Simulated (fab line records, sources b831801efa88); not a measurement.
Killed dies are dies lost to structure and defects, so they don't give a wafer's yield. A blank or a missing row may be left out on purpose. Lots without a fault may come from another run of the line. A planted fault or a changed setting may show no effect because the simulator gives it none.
A struck lot beside a sound one | flow sky130 | 14 steps out of a route of 708
Sound: wafers L853.1, L853.3, L853.4. Struck: wafers L867.1, L867.2, L867.6. The cause comes at the end.
At each step with rows: each side's tool, then ch and its chambers, then its first start. Under that, the readings that differ: sound wafers | struck wafers | difference of the means | sigmas: that difference in standard deviations of wafers without a fault.
alike: readings whose means differ by less than 2 such deviations, and words and numbers that are the same on both sides. not compared: withheld readings, readings that some wafer has no value for, bounds like >300 that may hide the same value, and numbers for which the record gives no deviation and whose values overlap.
The two part at a step that has a row with sigmas, a row that says differs or no value, or rows on one side only. Numbers that don't overlap but have no deviation are shown without sigmas and don't part them. A reading that every wafer of one side lacks parts them only if that side has two wafers or more.

first, 3 steps without rows for these wafers: SKY_METAL1_CLEAN_22 (cleans in IPA, time 180 s); SKY_METAL1_CLEAN_23 (cleans in O3/DIW); SKY_VIA1_HDPCVD_00 (deposits SiO2, target thk 1030 nm, time 171.7 s).
SKY_VIA1_THK_MEAS_01:
  sound on film_metro-01, day 34 08:41; struck on film_metro-01, day 38 06:13
  alike: VIA1_HDPCVD_THK
SKY_VIA1_CMP_02: polishes SiO2.
  sound on cmp-01 ch 1,2,3, day 34 08:48; struck on cmp-01 ch 1,2, day 38 06:20
  alike: motor_current_A
SKY_VIA1_BOW_MEAS_03:
  sound on film_metro-02, day 34 09:03; struck on film_metro-02, day 38 06:35
  alike: VIA1_BOW
then, 6 steps without rows for these wafers: SKY_VIA1_DEHYDRATE_04 (time 60 s); SKY_VIA1_HMDS_05 (prime time 60 s); SKY_VIA1_COAT_06 (resist thk 60 nm); SKY_VIA1_COAT_07 (resist thk 450 nm); SKY_VIA1_SOFTBAKE_08 (time 90 s); SKY_VIA1_EXPOSE_09 (exposes mask VIM, target cd 150 nm).
SKY_VIA1_PEB_10:
  sound on litho_track-01 ch 0, day 35 10:00; struck on litho_track-01, day 39 07:00
  reading         | sound          | struck | difference                    | sigmas
  exhaust_pa (Pa) | 43.9 45.2 45.1 | - - -  | no value on the struck wafers |
  not compared: chill_plate_temp_C
then, 1 step without rows for these wafers: SKY_VIA1_DEVELOP_11 (develop time 60 s).

WHERE THEY PART
Only at SKY_VIA1_PEB_10, within this record.

WHY: what the simulator had put in
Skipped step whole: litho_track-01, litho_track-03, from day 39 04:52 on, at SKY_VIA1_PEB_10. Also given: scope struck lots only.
